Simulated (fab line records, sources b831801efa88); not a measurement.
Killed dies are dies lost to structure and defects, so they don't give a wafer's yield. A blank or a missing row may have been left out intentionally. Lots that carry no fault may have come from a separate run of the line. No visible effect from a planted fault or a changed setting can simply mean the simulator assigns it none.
Problem report in the 8D (eight disciplines) form, filled by code | flow sfq-line | the parts of the form that need people (team, actions taken, sign-off) are left out

1. THE PROBLEM
Mean of rf-fwd-power-W at SFQ_TRILAYER_I7_VIA_ETCH_VIA_ETCH_190: 417.3 W across 6 wafers in 2 lots; on wafers with no fault it is 498.4 W (standard deviation 1.7). That is -48 standard deviations from the usual mean.
The step: etches SiO2 in CHF3, stops on Nb, target depth 260 nm.
Earliest sighting: wafer L259.1 on rie-diel-04 at day 91 00:40. Wafers with a number at this step in the record: 42, from 14 lots. The rule behind "out" and "out of limits": a value lying over 4 standard deviations away from the usual mean. The rest of the wafers with a number are treated as sound.

2. WHAT THIS IS AND IS NOT
question                    | is                     | is not
which readings at this step | rf-fwd-power-W         | drypump-motor-current-A, oes-product-au
which lots                  | L259, L262             | L244, L246, L249, L250, L251, L254, L255, L256, L258, L260, L261, L264
which wafers of those lots  | all that have a number | -
read on which tools         | rie-diel-04            | rie-diel-01, rie-diel-03
when                        | from day 91 00:40      | up to then (27 sound wafers); but 9 sound wafers of L260, L261, L264 came after

3. THE SUSPECTS, EACH WITH WHAT RULES IT OUT
Counting: any tool at a process step up to the reading is kept as a suspect provided that every lot that is out went through it and no sound lot did after the first of them.
- rie-metal-01 at SFQ_TRILAYER_C5_STRIP_STRIP_155 (strips in O2): ruled out as a lasting fault. After its first lot that is out, L259 (day 77 23:56), sound lots L261, L264 ran on it.
- rie-metal-01 at SFQ_TRILAYER_M7_BARC_OPEN_METAL_ETCH_229 (etches BARC in O2, target depth 125 nm, time 41.7 s): ruled out as a lasting fault. After its first lot that is out, L259 (day 86 20:17), sound lots L260, L261, L264 ran on it.
- rie-diel-04 at SFQ_TRILAYER_I7_VIA_ETCH_VIA_ETCH_190 (etches SiO2 in CHF3, stops on Nb, target depth 260 nm): kept. Every lot that is out went through it, starting with L259 (day 91 00:40), and after that it ran no sound lot; the last sound lot it ran before then is L258 (day 90 11:47). Its own readings are out on those wafers: rf-fwd-power-W.
Left after counting: rie-diel-04 at SFQ_TRILAYER_I7_VIA_ETCH_VIA_ETCH_190.

4. THE CAUSE (what the simulator had put in)
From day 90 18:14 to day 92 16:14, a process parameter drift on rie-diel-04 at SFQ_TRILAYER_I7_VIA_ETCH_VIA_ETCH_190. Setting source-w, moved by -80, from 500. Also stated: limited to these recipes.
This tool alone remained once counting was done.

5. THE EFFECT CHAIN, in route order
Rows list readings where the struck wafers' mean (over those with a number) sits beyond 3 standard deviations from the usual. Readings are gone through only where the record gives a usual standard deviation; hours: the median, over the lots, of the time from a lot's start at the first step in this table giving one to that lot's start at this step; sigmas: the change measured in usual standard deviations.
hours | step                                  | reading        | usual   | on struck wafers | change | sigmas
0     | SFQ_TRILAYER_I7_VIA_ETCH_VIA_ETCH_190 | rf-fwd-power-W | 498.4 W | 417.3            | -81.1  | -48
The process steps in it:
- SFQ_TRILAYER_I7_VIA_ETCH_VIA_ETCH_190: etches SiO2 in CHF3, stops on Nb, target depth 260 nm.

6. HOW IT WOULD HAVE BEEN CAUGHT EARLIER
The fault began at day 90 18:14; the first out-of-limits reading in this record came at day 91 00:40, 6 hours later.
